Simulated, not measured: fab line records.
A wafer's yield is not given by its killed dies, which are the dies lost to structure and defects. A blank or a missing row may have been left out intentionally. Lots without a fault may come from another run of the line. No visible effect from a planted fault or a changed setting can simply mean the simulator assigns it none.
A struck lot beside a sound one	flow sky130	15 steps out of a route of 708
Sound: these wafers, L179.1, L179.3, L179.5. Wafers L182.2, L182.3, L182.4 were the ones struck. The cause is named last.
Each step with rows lists, per side, the tool, then ch with its chambers, then its first start. Under that, the readings that differ: sound wafers	struck wafers	difference of the means	sigmas: that difference in standard deviations of wafers without a fault.
alike: readings with means less than 2 such deviations apart, plus words and numbers identical on both sides. not compared: withheld readings, readings lacking a value on some wafer, bounds such as >300 that could conceal the same value, and numbers that have no deviation in the record and whose values overlap.
The two part at a step that has a row with sigmas, a row that says differs or no value, or rows on one side only. Numbers that don't overlap but have no deviation are shown without sigmas and don't part them. Lack of a reading on every wafer of one side parts them only where that side has two or more wafers.

first, 7 steps without rows for these wafers: SKY_METAL3_HMDS_06 (prime time 60 s); SKY_METAL3_COAT_07 (resist thk 60 nm); SKY_METAL3_COAT_08 (resist thk 1140 nm); SKY_METAL3_SOFTBAKE_09 (time 90 s); SKY_METAL3_EXPOSE_10 (exposes mask MM3, target cd 300 nm); SKY_METAL3_PEB_11; SKY_METAL3_DEVELOP_12 (develop time 60 s).
SKY_METAL3_CD_MEAS_13: target cd 300 nm.
  sound on cdSem-02 at day 40 09:56; struck on cdSem-01 at day 42 01:17
  alike: cdNm
SKY_METAL3_OVL_MEAS_14:
  sound on overlay-02 at day 40 10:03; struck on overlay-01 at day 42 01:23
reading	sound	struck	difference	sigmas
METAL3_OVL (nm)	-1 -8 -5	6 9 2	+10	+2
SKY_METAL3_DESCUM_15: chemistry O2, time 8 s.
  sound on rieMetal-03 ch 0,1, day 40 10:05; struck on rieMetal-03 ch 0,1, day 42 01:25
  alike: drypumpMotorCurrentA, oesProductAu, tempC
  not compared: rfHoursCounterH
SKY_METAL3_ETCH_16: etches BARC in N2/H2, stops on SiO2, time 88.2 s, target depth 60 nm.
  sound on rieMetal-03 ch 0,1, day 40 10:07; struck on rieMetal-03 ch 0,1, day 42 01:27
  alike: biasW, chamberPressureMTorr, drypumpMotorCurrentA, h2FlowSccm, oesProductAu, throttleValvePct
  not compared: rfHoursCounterH
SKY_METAL3_ETCH_17: etches SiO2 in C4F8/O2/Ar, stops on TiN, time 3.9 s, target depth 15 nm.
  sound on rieDiel-01 ch 1,2,3, day 40 10:13; struck on rieDiel-03 ch 0,1,3, day 42 01:32
  alike: biasW, chamberPressureMTorr, oesProductAu
SKY_METAL3_METAL_ETCH_18: etches the open film in Cl2/BCl3, stops on SiO2, target depth 845 nm, time 183.1 s.
  sound on rieMetal-01 ch 1, day 40 10:14; struck on rieMetal-01 ch 0,1, day 42 01:34
  no value came back on the struck wafers for any of 5 readings (bcl3FlowSccm (sccm), biasW (W) and others); on the sound wafers bcl3FlowSccm (sccm) reads 29.98 30.02 30.26
reading	sound	struck	difference	sigmas
model.KrF-thick_of_METAL3_COAT_08.thkNm (nm)	562.9 560.8 560.3	1091 1087 1090	+528	
model.SiO2_of_VIA2_HDPCVD_00.thkNm (nm)	466 465.7 466.2	490.2 488.9 491.4	+24.2	
model.METAL3.cdNm (nm)	297.2 297.2 300.4	301.4 302.6 301.2	+3.5	
  not compared: rfHoursCounterH
SKY_METAL3_STRIP_19: strips in O2/N2.
  sound on plasmaAsher-03 ch 1, day 40 10:28; struck on plasmaAsher-03 ch 0,1, day 42 01:44
reading	sound	struck	difference	sigmas
oesProductAu (a.u.)	0.516 0.508 0.519	0.721 0.707 0.708	+0.198	+30
stripTimeToEndpointS (s)	6.89 6.88 6.87	11.99 11.94 11.96	+5.08	+58
  alike: drypumpMotorCurrentA
  not compared: rfHoursCounterH
then, 1 step without rows for these wafers: SKY_METAL3_STRIP_20 (strips in post etch residue remover, time 1200 s).

== WHERE THEY PART ==
At SKY_METAL3_OVL_MEAS_14 first; at SKY_METAL3_STRIP_19 last (within this record only).

WHY: what had been put in by the simulator
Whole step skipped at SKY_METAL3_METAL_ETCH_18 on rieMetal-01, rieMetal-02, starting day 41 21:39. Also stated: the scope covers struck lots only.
